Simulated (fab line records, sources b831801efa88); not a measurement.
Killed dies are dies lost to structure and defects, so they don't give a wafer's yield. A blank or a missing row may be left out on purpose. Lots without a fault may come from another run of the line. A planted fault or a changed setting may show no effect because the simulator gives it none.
fab line records | flow gf180mcu
record lots=24 wafers=72 last_day=34
route steps=602 shown SALICIDE@280 CONTACT@291 M1@332 M2@366 V2@403 MIM@522
lots that met no fault: from a run of the same line without faults
start_h: hours from the record's first day to the start of the lot's first wafer shown | wait_h: hours since the lot's step before | " the same as in the row above | L1.1+2: a row that stands for several wafers | - no value, or no start given | * or withheld: withheld | < > ~ a bound
route shown NAME@n: a module of which the file shows steps, and the number in the route of the first | usual: mean/standard deviation of fault-free wafers | same: alike in all rows | chamber/n: place in a boat | sites: the reading at each site | _std_site: their standard deviation | _edge_site: outer sites' mean less inner sites' | radius_mm: how far each site lies from the wafer's centre | mask NAME#n: copy n | behind: the tool/chamber that last shaped the wafer | hold: why the lot was held/for how many hours/how that ended | device: the transistor (n, p or np) that didn't switch | end of line: the same wafers' tests at the end of the route | a step without rows: its recipe alone | killed: dies lost to structure and defects at the first sort, not the wafer's yield | map: a wafer's dies, x killed, . not, _ none there
set.NAME: the setting as run; set.NAME@STEP: as run at that earlier step | model.NAME: the simulator's own value behind a step, which no gauge read
steps of the route over a sample of lots; a table a step, a row a wafer
services: from which hour (start_h, from the record's first day; less than 0 if before it) a tool's chamber was out of use, for how many hours, and why
## steps
# step GF_SALICIDE_SPUTTER_02
# recipe material=Co target_thk_nm=10 power_w=1012 time_s=20 chamber_pressure_pa=0.4
# usual throttle_valve_pct=30.7/0.97
# columns lot.wafer tool chamber start_h wait_h throttle_valve_pct
L074.3 pvd_sputter-04 - 342.14 0.0 31.1
L074.4 " - " " 31.0
L074.5 " - " " 30.1
L075.2 pvd_sputter-01 - 346.45 0.0 30.1
L075.3 " - " " 30.4
L075.6 " - " " 31.3
L076.1 pvd_sputter-01 - 353.99 0.0 33.1
L076.5 " - " " 30.0
L076.6 " - " " 31.3
L077.2 pvd_sputter-01 - 363.49 0.0 30.1
L077.3 " - " " 33.1
L077.4 " - " " 31.4
L078.1 pvd_sputter-03 - 369.85 0.0 30.6
L078.4 " - " " 30.0
L078.5 " - " " 30.4
L079.2 pvd_sputter-01 - 379.90 0.0 33.2
L079.3 " - " " 30.3
L079.5 " - " " 30.4
L080.1 pvd_sputter-03 - 388.69 0.0 29.3
L080.2 " - " " 30.3
L080.3 " - " " 29.7
L081.1 pvd_sputter-04 - 400.84 0.0 31.0
L081.2 " - " " 30.0
L081.6 " - " " 31.1
L082.1 pvd_sputter-01 - 409.91 0.0 33.1
L082.2 " - " " 30.9
L082.6 " - " " 31.4
L083.1 pvd_sputter-04 - 418.49 0.0 31.1
L083.2 " - " " 29.8
L083.3 " - " " 31.2
L084.1 pvd_sputter-01 - 429.25 0.0 30.2
L084.3 " - " " 33.0
L084.4 " - " " 30.7
L085.3 pvd_sputter-01 - 432.66 0.0 29.7
L085.4 " - " " 33.2
L085.6 " - " " 30.3
L086.1 pvd_sputter-01 - 447.65 0.0 30.1
L086.4 " - " " 29.9
L086.5 " - " " 33.3
L087.3 pvd_sputter-03 - 448.55 0.0 30.2
L087.4 " - " " 29.9
L087.6 " - " " 29.7
L088.1 pvd_sputter-03 - 478.15 0.0 29.3
L088.4 " - " " 30.0
L088.5 " - " " 30.0
L090.1 pvd_sputter-01 - 488.65 0.0 30.5
L090.4 " - " " 31.4
L090.5 " - " " 30.4
L089.3 pvd_sputter-03 - 490.40 0.0 29.8
L089.4 " - " " 30.5
L089.5 " - " " 29.8
L091.2 pvd_sputter-01 - 491.30 0.0 30.3
L091.5 " - " " 31.1
L091.6 " - " " 29.9
L092.2 pvd_sputter-04 - 493.99 0.0 31.1
L092.5 " - " " 29.8
L092.6 " - " " 31.0
L093.2 pvd_sputter-03 - 497.67 0.0 29.3
L093.5 " - " " 30.4
L093.6 " - " " 29.9
L094.1 pvd_sputter-03 - 521.00 0.0 30.5
L094.2 " - " " 29.6
L094.5 " - " " 30.3
L095.1 pvd_sputter-03 - 526.45 0.0 30.3
L095.2 " - " " 30.2
L095.4 " - " " 29.4
L096.2 pvd_sputter-01 - 538.20 0.0 30.4
L096.3 " - " " 33.0
L096.6 " - " " 30.4
L097.1 pvd_sputter-04 - 546.50 0.0 31.4
L097.2 " - " " 29.9
L097.5 " - " " 30.9
# step GF_CONTACT_CMP_04
# recipe material=SiO2 down_force_psi=4 platen_rpm=60 pad_velocity_m_s=0.94248
# usual motor_current_A=12.1/1.2 time_to_endpoint_s=113/5.4
# columns lot.wafer tool chamber start_h wait_h motor_current_A time_to_endpoint_s
L074.4 cmp-02 2 343.06 0.1 11.0 108
L074.3 " 3 " " 12.2 105
L074.5 " 1 " " 12.6 115
L075.3 cmp-02 3 347.21 0.0 11.6 110
L075.2 " 1 " " 13.0 111
L075.6 " 0 " " 12.0 115
L076.1 cmp-02 2 354.90 0.2 11.1 110
L076.6 " 3 " " 12.6 117
L076.5 " 0 " " 12.7 119
L077.4 cmp-01 0 364.30 0.1 14.0 108
L077.3 " 1 " " 11.2 105
L077.2 " 2 " " 10.8 105
L078.1 cmp-02 3 370.61 0.1 11.6 108
L078.4 " 2 " " 11.3 116
L078.5 " 0 " " 12.7 122
L079.2 cmp-01 3 380.71 0.1 13.4 103
L079.3 " 0 " " 13.8 108
L079.5 " 3 " " 13.3 116
L080.2 cmp-02 0 389.45 0.0 12.7 110
L080.3 " 2 " " 10.6 116
L080.1 " 3 " " 12.3 117
L081.2 cmp-01 0 401.60 0.0 13.5 109
L081.1 " 3 " " 13.2 113
L081.6 " 0 " " 14.1 123
L082.2 cmp-01 3 410.77 0.0 14.1 112
L082.1 " 0 " " 13.3 108
L082.6 " 3 " " 13.7 119
L083.2 cmp-02 3 419.25 0.0 12.6 105
L083.3 " 0 " " 11.8 101
L083.1 " 1 " " 13.1 104
L084.3 cmp-01 0 430.01 0.0 13.5 110
L084.1 " 2 " " 10.9 114
L084.4 " 3 " " 14.7 120
L085.4 cmp-02 0 433.42 0.0 12.1 107
L085.3 " 1 " " 13.2 108
L085.6 " 0 " " 12.0 103
L086.4 cmp-01 0 448.41 0.0 14.1 115
L086.1 " 2 " " 9.9 114
L086.5 " 0 " " 13.5 111
L087.4 cmp-01 2 449.32 0.0 10.2 110
L087.3 " 1 " " 11.1 105
L087.6 " 2 " " 10.4 107
L088.1 cmp-01 3 478.91 0.1 12.3 112
L088.4 " 1 " " 11.0 120
L088.5 " 0 " " 13.2 122
L090.4 cmp-01 1 489.41 0.0 10.9 120
L090.1 " 0 " " 13.2 113
L090.5 " 1 " " 11.0 118
L089.3 cmp-01 2 491.19 0.0 10.7 121
L089.4 " 0 " " 13.3 109
L089.5 " 3 " " 13.2 109
L091.2 cmp-02 0 492.21 0.2 12.0 110
L091.5 " 1 " " 13.2 115
L091.6 " 2 " " 10.8 110
L092.2 cmp-01 0 494.89 0.1 14.0 104
L092.5 " 2 " " 10.5 116
L092.6 " 3 " " 14.0 114
L093.2 cmp-01 3 498.48 0.1 13.2 117
L093.6 " 2 " " 10.1 119
L093.5 " 3 " " 13.0 117
L094.1 cmp-01 2 521.79 0.1 10.6 106
L094.2 " 3 " " 13.5 106
L094.5 " 3 " " 13.2 112
L095.2 cmp-01 1 527.21 0.0 10.9 114
L095.4 " 2 " " 10.4 121
L095.1 " 3 " " 13.0 113
L096.2 cmp-01 2 538.96 0.0 10.4 109
L096.3 " 0 " " 13.5 108
L096.6 " 3 " " 13.5 115
L097.1 cmp-02 3 547.26 0.1 12.0 111
L097.2 " 2 " " 10.7 109
L097.5 " 3 " " 12.2 120
# step GF_M1_STRIP_17
# recipe chemistry=O2/N2 power_w=1400 pressure_mtorr=1500 platen_temp_c=250 o2_flow_sccm=3000 n2_flow_sccm=300 overash_fraction=0.5
# usual drypump_motor_current_A=5.43/0.29 heater_power_w=330/33 oes_product_au=0.538/0.0049 platen_temp_c=249.96/0.17 strip_time_to_endpoint_s=7.39/0.042
# columns lot.wafer tool chamber start_h wait_h drypump_motor_current_A heater_power_w oes_product_au platen_temp_c rf_hours_counter_h strip_time_to_endpoint_s
L074.3 plasma_asher-03 0 390.17 0.1 5.50 306 0.545 250.02 - 7.35
L074.4 " 1 " " 5.68 323 0.533 249.90 - 7.40
L074.5 " 1 " " 5.69 318 0.538 250.01 - 7.39
L075.2 plasma_asher-02 1 393.64 0.1 5.76 340 0.537 250.16 29 7.46
L075.3 " 0 " " 5.56 278 0.539 250.08 - 7.45
L075.6 " 0 " " 5.57 274 0.546 250.03 - 7.39
L076.1 plasma_asher-01 1 404.03 0.1 4.97 376 0.534 249.90 61 7.41
L076.5 " 0 " " 5.15 353 0.537 249.81 - 7.43
L076.6 " 1 " " 4.96 377 0.543 249.82 - 7.41
L077.2 plasma_asher-03 0 411.99 0.1 5.52 312 0.532 250.07 77 7.46
L077.3 " 0 " " 5.55 311 0.538 250.11 - 7.42
L077.4 " 1 " " 5.71 320 0.536 250.06 - 7.39
L078.1 plasma_asher-02 1 419.78 0.1 5.77 338 0.551 249.84 32 7.42
L078.4 " 0 " " 5.56 280 0.533 250.21 - 7.39
L078.5 " 0 " " 5.56 268 0.543 249.70 - 7.39
L079.2 plasma_asher-03 1 429.78 0.1 5.67 317 0.537 249.90 80 7.44
L079.3 " 0 " " 5.52 306 0.535 249.79 - 7.40
L079.5 " 0 " " 5.52 314 0.536 249.80 - 7.43
L080.1 plasma_asher-01 0 439.48 0.1 5.12 354 0.538 249.71 65 7.46
L080.2 " 1 " " 5.00 378 0.544 250.24 65 7.40
L080.3 " 0 " " 5.13 355 0.541 249.82 - 7.38
L081.1 plasma_asher-01 0 452.54 0.1 5.13 360 0.543 250.10 67 7.41
L081.2 " 1 " " 4.99 382 0.534 249.76 67 7.37
L081.6 " 0 " " 5.11 360 0.533 249.96 - 7.39
L082.1 plasma_asher-03 1 461.73 0.1 5.70 311 0.534 250.01 83 7.39
L082.2 " 0 " " 5.50 308 0.539 250.18 83 7.39
L082.6 " 0 " " 5.47 303 0.535 249.74 - 7.41
L083.1 plasma_asher-01 1 470.08 0.1 4.98 376 0.548 249.89 69 7.37
L083.2 " 0 " " 5.11 353 0.542 249.73 69 7.46
L083.3 " 0 " " 5.13 352 0.539 249.53 - 7.42
L084.1 plasma_asher-02 1 480.89 0.1 5.75 343 0.543 249.84 38 7.44
L084.3 " 1 " " 5.75 335 0.534 250.00 - 7.42
L084.4 " 0 " " 5.53 270 0.546 249.86 - 7.38
L085.3 plasma_asher-01 1 485.02 0.1 4.96 380 0.530 250.11 - 7.42
L085.4 " 0 " " 5.14 353 0.539 249.70 - 7.42
L085.6 " 0 " " 5.14 354 0.544 249.94 - 7.41
L086.1 plasma_asher-02 0 498.38 0.1 5.53 272 0.533 250.13 40 7.43
L086.4 " 1 " " 5.75 344 0.541 249.99 - 7.42
L086.5 " 0 " " 5.53 278 0.541 250.02 - 7.38
L087.3 plasma_asher-03 1 500.01 0.1 5.69 316 0.542 250.23 - 7.46
L087.4 " 0 " " 5.50 309 0.539 249.68 - 7.40
L087.6 " 1 " " 5.72 318 0.545 250.17 - 7.47
L088.1 plasma_asher-01 0 528.13 0.1 5.13 354 0.546 250.21 75 7.39
L088.4 " 1 " " 4.97 379 0.541 249.64 - 7.41
L088.5 " 1 " " 4.99 372 0.535 249.88 - 7.40
L090.1 plasma_asher-02 0 538.53 0.1 5.58 272 0.539 249.87 44 7.40
L090.4 " 1 " " 5.75 339 0.541 250.02 - 7.42
L090.5 " 0 " " 5.56 273 0.535 249.78 - 7.42
L089.3 plasma_asher-02 1 539.79 0.2 5.76 340 0.530 250.28 - 7.35
L089.4 " 0 " " 5.58 273 0.539 250.41 - 7.33
L089.5 " 1 " " 5.75 337 0.531 250.05 - 7.37
L091.2 plasma_asher-03 0 541.62 0.1 5.50 314 0.539 249.95 91 7.36
L091.5 " 1 " " 5.70 323 0.539 249.73 - 7.37
L091.6 " 0 " " 5.52 315 0.539 250.02 - 7.37
L092.2 plasma_asher-01 0 543.97 0.2 5.13 351 0.531 250.00 76 7.31
L092.5 " 0 " " 5.12 353 0.529 249.74 - 7.30
L092.6 " 1 " " 4.97 379 0.525 249.67 - 7.31
L093.2 plasma_asher-03 1 547.95 0.1 5.72 315 0.537 249.85 92 7.35
L093.5 " 0 " " 5.50 312 0.536 249.77 - 7.42
L093.6 " 1 " " 5.71 315 0.546 250.06 - 7.34
L094.1 plasma_asher-02 0 570.14 0.1 5.54 273 0.531 249.71 47 7.37
L094.2 " 1 " " 5.74 345 0.535 249.86 47 7.37
L094.5 " 1 " " 5.75 340 0.530 249.77 - 7.33
L095.1 plasma_asher-01 0 574.13 0.1 5.12 355 0.544 249.63 79 7.45
L095.2 " 1 " " 5.00 367 0.535 250.11 79 7.43
L095.4 " 0 " " 5.12 365 0.539 249.98 - 7.40
L096.2 plasma_asher-03 0 584.53 0.1 5.54 311 0.534 250.11 97 7.39
L096.3 " 0 " " 5.51 309 0.541 250.26 - 7.44
L096.6 " 1 " " 5.71 313 0.542 250.06 - 7.44
L097.1 plasma_asher-03 0 593.33 0.1 5.51 309 0.535 250.09 97 7.32
L097.2 " 1 " " 5.69 310 0.543 249.86 97 7.29
L097.5 " 1 " " 5.70 314 0.538 250.18 - 7.35
# step GF_M2_SPUTTER_04
# recipe material=TiN target_thk_nm=50 power_w=6500 time_s=41.7 chamber_pressure_pa=0.4
# usual throttle_valve_pct=30.6/0.9
# columns lot.wafer tool chamber start_h wait_h throttle_valve_pct
L074.3 pvd_sputter-01 - 416.89 0.0 32.7
L074.4 " - " " 29.9
L074.5 " - " " 30.2
L075.2 pvd_sputter-04 - 420.04 0.0 29.5
L075.3 " - " " 31.4
L075.6 " - " " 31.0
L076.1 pvd_sputter-03 - 430.80 0.0 29.5
L076.5 " - " " 30.1
L076.6 " - " " 30.5
L077.2 pvd_sputter-01 - 438.79 0.0 30.4
L077.3 " - " " 33.3
L077.4 " - " " 30.1
L078.1 pvd_sputter-04 - 446.88 0.0 31.0
L078.4 " - " " 29.4
L078.5 " - " " 30.7
L079.2 pvd_sputter-04 - 457.21 0.0 31.1
L079.3 " - " " 30.9
L079.5 " - " " 31.0
L080.1 pvd_sputter-04 - 467.42 0.0 30.9
L080.2 " - " " 31.2
L080.3 " - " " 30.9
L081.1 pvd_sputter-04 - 480.30 0.0 31.1
L081.2 " - " " 31.2
L081.6 " - " " 31.5
L082.1 pvd_sputter-03 - 488.31 0.0 30.1
L082.2 " - " " 29.2
L082.6 " - " " 30.0
L083.1 pvd_sputter-04 - 497.57 0.0 30.9
L083.2 " - " " 31.0
L083.3 " - " " 31.4
L084.1 pvd_sputter-03 - 507.20 0.0 29.8
L084.3 " - " " 30.2
L084.4 " - " " 29.2
L085.3 pvd_sputter-03 - 511.34 0.0 29.5
L085.4 " - " " 30.5
L085.6 " - " " 30.2
L086.1 pvd_sputter-01 - 525.09 0.0 33.0
L086.4 " - " " 31.3
L086.5 " - " " 31.3
L087.3 pvd_sputter-04 - 526.95 0.0 29.6
L087.4 " - " " 30.8
L087.6 " - " " 30.8
L088.1 pvd_sputter-03 - 553.99 0.0 30.4
L088.4 " - " " 30.4
L088.5 " - " " 29.3
L090.1 pvd_sputter-01 - 564.50 0.0 33.0
L090.4 " - " " 31.3
L090.5 " - " " 32.9
L089.3 pvd_sputter-04 - 565.23 0.0 29.8
L089.4 " - " " 30.9
L089.5 " - " " 30.6
L091.2 pvd_sputter-03 - 567.00 0.0 30.0
L091.5 " - " " 30.6
L091.6 " - " " 29.3
L092.2 pvd_sputter-01 - 569.90 0.0 30.1
L092.5 " - " " 29.9
L092.6 " - " " 31.3
L093.2 pvd_sputter-01 - 576.38 0.0 31.1
L093.5 " - " " 31.3
L093.6 " - " " 29.8
L094.1 pvd_sputter-01 - 593.79 0.0 30.4
L094.2 " - " " 33.2
L094.5 " - " " 33.0
L095.1 pvd_sputter-03 - 599.96 0.0 29.8
L095.2 " - " " 30.3
L095.4 " - " " 29.7
L096.2 pvd_sputter-03 - 608.74 0.0 29.9
L096.3 " - " " 30.2
L096.6 " - " " 29.4
L097.1 pvd_sputter-03 - 617.04 0.0 30.5
L097.2 " - " " 30.8
L097.5 " - " " 29.7
# step GF_V2_SPUTTER_21
# recipe material=Ti target_thk_nm=15 chamber_pressure_pa=5 power_w=2500 substrate_temp_c=200 time_s=80.02
# usual throttle_valve_pct=30.7/0.93
# columns lot.wafer tool chamber start_h wait_h throttle_valve_pct
L074.3 pvd_sputter-01 - 469.04 0.0 29.9
L074.4 " - " " 30.7
L074.5 " - " " 33.3
L075.2 pvd_sputter-01 - 471.69 0.0 31.2
L075.3 " - " " 33.1
L075.6 " - " " 30.2
L076.1 pvd_sputter-02 - 481.77 0.0 30.2
L076.5 " - " " 30.3
L076.6 " - " " 30.3
L077.2 pvd_sputter-02 - 489.67 0.0 30.0
L077.3 " - " " 31.2
L077.4 " - " " 30.5
L078.1 pvd_sputter-02 - 497.36 0.0 31.3
L078.4 " - " " 30.6
L078.5 " - " " 30.7
L079.2 pvd_sputter-02 - 507.96 0.0 30.5
L079.3 " - " " 31.1
L079.5 " - " " 30.0
L080.1 pvd_sputter-01 - 517.92 0.0 30.2
L080.2 " - " " 31.3
L080.3 " - " " 30.5
L081.1 pvd_sputter-01 - 530.32 0.0 31.3
L081.2 " - " " 33.3
L081.6 " - " " 33.3
L082.1 pvd_sputter-03 - 537.71 0.0 29.8
L082.2 " - " " 29.5
L082.6 " - " " 30.5
L083.1 pvd_sputter-01 - 547.12 0.0 33.0
L083.2 " - " " 31.4
L083.3 " - " " 30.3
L084.1 pvd_sputter-02 - 556.02 0.0 30.2
L084.3 " - " " 30.1
L084.4 " - " " 29.8
L085.3 pvd_sputter-02 - 559.81 0.0 30.2
L085.4 " - " " 31.3
L085.6 " - " " 30.1
L086.1 pvd_sputter-02 - 573.55 0.0 31.1
L086.4 " - " " 30.1
L086.5 " - " " 31.6
L087.3 pvd_sputter-03 - 574.77 0.0 30.5
L087.4 " - " " 30.5
L087.6 " - " " 29.7
L088.1 pvd_sputter-02 - 600.12 0.0 30.0
L088.4 " - " " 30.0
L088.5 " - " " 31.4
L090.1 pvd_sputter-02 - 608.67 0.0 31.1
L090.4 " - " " 29.8
L090.5 " - " " 31.3
L089.3 pvd_sputter-01 - 609.62 0.0 33.0
L089.4 " - " " 30.1
L089.5 " - " " 30.3
L091.2 pvd_sputter-02 - 611.91 0.0 29.9
L091.5 " - " " 30.4
L091.6 " - " " 30.0
L092.2 pvd_sputter-01 - 614.51 0.0 33.2
L092.5 " - " " 30.2
L092.6 " - " " 30.1
L093.2 pvd_sputter-02 - 620.71 0.0 31.3
L093.5 " - " " 31.2
L093.6 " - " " 29.8
L094.1 pvd_sputter-02 - 637.27 0.0 30.1
L094.2 " - " " 30.5
L094.5 " - " " 30.0
L095.1 pvd_sputter-03 - 643.47 0.0 30.2
L095.2 " - " " 29.8
L095.4 " - " " 29.5
L096.2 pvd_sputter-02 - 651.07 0.0 31.2
L096.3 " - " " 29.9
L096.6 " - " " 31.4
L097.1 pvd_sputter-01 - 659.60 0.0 33.1
L097.2 " - " " 30.3
L097.5 " - " " 32.9
# step GF_MIM_METAL_ETCH_19
# recipe chemistry=Cl2/BCl3 mask_material=NOVOLAK stop_on=Si3N4 target_depth_nm=324.5 pressure_mtorr=8 icp_w=800 bias_w=140 Cl2_flow_sccm=80 bcl3_flow_sccm=40 time_s=54.1
# usual drypump_motor_current_A=6.0/0.3 oes_product_au=0.943/0.0056 throttle_valve_pct=28.282/0.0092
# columns lot.wafer tool chamber start_h wait_h drypump_motor_current_A oes_product_au rf_hours_counter_h throttle_valve_pct
L074.3 rie_metal-03 0 590.82 0.1 6.1 0.939 - 28.276
L074.4 " 1 " " 5.7 0.947 - 28.287
L074.5 " 0 " " 6.1 0.948 - 28.286
L075.2 rie_metal-03 1 593.81 0.1 5.7 0.942 12 28.288
L075.3 " 1 " " 5.7 0.940 - 28.266
L075.6 " 0 " " 6.2 0.942 - 28.290
L076.1 rie_metal-03 0 602.60 0.1 6.2 0.942 5 28.291
L076.5 " 1 " " 5.7 0.944 - 28.283
L076.6 " 0 " " 6.2 0.939 - 28.272
L077.2 rie_metal-02 1 607.34 0.1 6.3 0.944 10 28.263
L077.3 " 1 " " 6.3 0.941 - 28.284
L077.4 " 0 " " 5.7 0.943 - 28.279
L078.1 rie_metal-02 1 618.95 0.1 6.3 0.931 10 28.278
L078.4 " 1 " " 6.4 0.932 - 28.287
L078.5 " 0 " " 5.7 0.943 - 28.280
L079.2 rie_metal-03 0 625.70 0.1 6.2 0.946 5 28.277
L079.3 " 1 " " 5.7 0.946 - 28.286
L079.5 " 1 " " 5.7 0.953 - 28.274
L080.1 rie_metal-02 0 634.29 0.1 5.7 0.950 13 28.285
L080.2 " 1 " " 6.3 0.952 10 28.292
L080.3 " 0 " " 5.7 0.947 - 28.283
L081.1 rie_metal-03 0 644.29 0.1 6.2 0.933 6 28.291
L081.2 " 1 " " 5.7 0.939 13 28.280
L081.6 " 1 " " 5.7 0.928 - 28.305
L082.1 rie_metal-03 1 649.65 0.1 5.7 0.937 13 28.280
L082.2 " 0 " " 6.1 0.942 6 28.272
L082.6 " 1 " " 5.7 0.947 - 28.295
L083.1 rie_metal-02 1 657.64 0.1 6.3 0.950 11 28.275
L083.2 " 0 " " 5.7 0.933 14 28.301
L083.3 " 0 " " 5.7 0.941 - 28.279
L084.1 rie_metal-02 1 666.34 0.1 6.3 0.949 11 28.300
L084.3 " 1 " " 6.4 0.954 - 28.281
L084.4 " 1 " " 6.3 0.943 - 28.287
L085.3 rie_metal-04 1 669.59 0.1 6.5 0.946 - 28.271
L085.4 " 1 " " 6.5 0.949 - 28.280
L085.6 " 1 " " 6.5 0.944 - 28.280
L086.1 rie_metal-02 1 684.24 0.1 6.3 0.941 13 28.275
L086.4 " 1 " " 6.4 0.946 - 28.293
L086.5 " 0 " " 5.7 0.937 - 28.281
L087.3 rie_metal-03 1 684.57 0.1 5.7 0.947 - 28.293
L087.4 " 0 " " 6.2 0.944 - 28.278
L087.6 " 1 " " 5.7 0.931 - 28.301
L088.1 rie_metal-03 0 706.59 0.1 6.1 0.943 8 28.277
L088.4 " 0 " " 6.2 0.943 - 28.265
L088.5 " 0 " " 6.1 0.939 - 28.261
L090.1 rie_metal-04 0 712.05 0.1 5.7 0.940 2 28.266
L090.4 " 1 " " 6.5 0.944 - 28.265
L090.5 " 1 " " 6.5 0.947 - 28.280
L089.3 rie_metal-02 0 714.22 0.1 5.7 0.938 - 28.280
L089.4 " 1 " " 6.4 0.941 - 28.267
L089.5 " 0 " " 5.7 0.946 - 28.277
L091.2 rie_metal-03 0 715.73 0.1 6.2 0.948 - 28.269
L091.5 " 0 " " 6.2 0.943 - 28.289
L091.6 " 0 " " 6.1 0.944 - 28.277
L092.2 rie_metal-02 1 717.60 0.1 6.3 0.952 13 28.275
L092.5 " 0 " " 5.7 0.943 - 28.284
L092.6 " 1 " " 6.3 0.947 - 28.287
L093.2 rie_metal-03 1 722.30 0.1 5.7 0.943 0 28.285
L093.5 " 1 " " 5.7 0.951 - 28.288
L093.6 " 0 " " 6.2 0.945 - 28.282
L094.1 rie_metal-02 1 737.24 0.1 6.4 0.942 14 28.289
L094.2 " 0 " " 5.7 0.945 2 28.282
L094.5 " 1 " " 6.4 0.946 - 28.287
L095.1 rie_metal-02 1 743.14 0.1 6.3 0.938 15 28.273
L095.2 " 0 " " 5.7 0.939 2 28.310
L095.4 " 1 " " 6.3 0.946 - 28.294
L096.2 rie_metal-04 0 749.20 0.1 5.7 0.945 4 28.286
L096.3 " 0 " " 5.7 0.936 - 28.293
L096.6 " 0 " " 5.7 0.939 - 28.284
L097.1 rie_metal-02 0 756.75 0.1 5.7 0.950 2 28.269
L097.2 " 0 " " 5.7 0.941 - 28.283
L097.5 " 0 " " 5.7 0.945 - 28.279
## services
# columns tool chamber start_h hours kind
cmp-01 - 324.67 8.5 pm
pvd_sputter-04 - 331.40 0.6 repair
pvd_sputter-04 - 353.89 1.1 repair
pvd_sputter-02 - 386.39 4.0 repair
pvd_sputter-01 - 419.55 6.0 repair
pvd_sputter-03 - 448.92 6.1 repair
cmp-01 - 492.46 1.2 repair
pvd_sputter-02 - 503.50 1.7 repair
pvd_sputter-03 - 556.36 9.2 repair
cmp-01 - 572.12 4.0 pm
pvd_sputter-02 - 580.93 1.2 repair
pvd_sputter-02 - 587.65 4.8 repair
pvd_sputter-04 - 591.21 1.6 repair
cmp-01 - 637.96 14.3 pm
pvd_sputter-03 - 641.55 0.9 repair
pvd_sputter-01 - 646.98 1.1 repair
pvd_sputter-04 - 675.06 1.9 repair
pvd_sputter-02 - 682.56 1.1 repair
cmp-01 - 693.95 4.7 pm
pvd_sputter-04 - 706.26 13.1 repair
pvd_sputter-01 - 727.03 3.5 repair
cmp-01 - 730.40 0.8 repair
pvd_sputter-01 - 730.87 1.7 repair
cmp-01 - 748.36 4.5 repair
## key
fault none
